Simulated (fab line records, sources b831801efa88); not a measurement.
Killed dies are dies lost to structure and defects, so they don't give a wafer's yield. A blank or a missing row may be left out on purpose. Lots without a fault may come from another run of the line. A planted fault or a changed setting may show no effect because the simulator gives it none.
A struck lot beside a sound one | flow gf180mcu | 15 steps out of a route of 602
Sound: wafers L205.1, L205.2, L205.5. Struck: wafers L210.1, L210.3, L210.6. The cause comes at the end.
At each step with rows: each side's tool, then ch and its chambers, then its first start. Under that, the readings that differ: sound wafers | struck wafers | difference of the means | sigmas: that difference in standard deviations of wafers without a fault.
alike: readings whose means differ by less than 2 such deviations, and words and numbers that are the same on both sides. not compared: withheld readings, readings that some wafer has no value for, bounds like >300 that may hide the same value, and numbers for which the record gives no deviation and whose values overlap.
The two part at a step that has a row with sigmas, a row that says differs or no value, or rows on one side only. Numbers that don't overlap but have no deviation are shown without sigmas and don't part them. A reading that every wafer of one side lacks parts them only if that side has two wafers or more.

GF_V3_CMP_04: polishes SiO2.
  sound on cmp-02 ch 2,3, day 23 10:34; struck on cmp-01 ch 0,1,3, day 25 01:22
  alike: motor_current_A, slurry_filter_dp_kPa, time_to_endpoint_s
GF_V3_BOW_MEAS_05:
  sound on film_metro-01, day 23 10:52; struck on film_metro-02, day 25 01:34
  alike: V3_BOW
then, 8 steps without rows for these wafers: GF_V3_DEHYDRATE_06 (time 60 s); GF_V3_HMDS_07 (prime time 60 s); GF_V3_COAT_08; GF_V3_COAT_09 (resist thk 1000 nm); GF_V3_SOFTBAKE_10 (time 60 s); GF_V3_EXPOSE_11 (exposes mask Via3, target cd 260 nm); GF_V3_PEB_12 (peb time 90 s); GF_V3_DEVELOP_13 (develop time 60 s).
GF_V3_CD_MEAS_14: target cd 260 nm.
  sound on cd_sem-01, day 24 09:12; struck on cd_sem-02, day 25 22:48
  alike: cd_nm
GF_V3_OVL_MEAS_15:
  sound on overlay-01, day 24 09:19; struck on overlay-02, day 25 22:55
  alike: V3_OVL
GF_V3_ETCH_16: etches BARC in N2/H2.
  sound on rie_diel-03 ch 1,3, day 24 09:22; struck on rie_diel-03 ch 0,2, day 25 22:58
  reading    | sound               | struck               | difference | sigmas
  bias_w (W) | 99.76 100.11 100.26 | 119.96 120.30 120.00 | +20.04     | +72
  alike: drypump_motor_current_A, oes_product_au, throttle_valve_pct
GF_V3_ETCH_17: etches SiO2 in C4F8/O2/Ar, stops on TiN, target depth 635 nm.
  sound on rie_diel-03 ch 1,3; struck on rie_diel-03 ch 0,2
  alike: bias_w, oes_product_au
-- the record jumps here: 6 days lie between the struck wafers' starts before and after (it left off in module V3 and takes up again in module PASSIVATION, whose first step shown is number 602 of the route) --
GF_PASSIVATION_PROBE_99:
  the record has rows for the struck wafers here (prober-02, day 31 23:40) and none for the sound ones

WHERE THEY PART
First at GF_V3_ETCH_16; last, within this record, at GF_PASSIVATION_PROBE_99.

WHY: what the simulator had put in
Process parameter drift: rie_diel-03, from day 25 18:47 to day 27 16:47, at GF_V3_ETCH_16. Setting bias_w, moved by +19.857, from 100. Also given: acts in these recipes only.
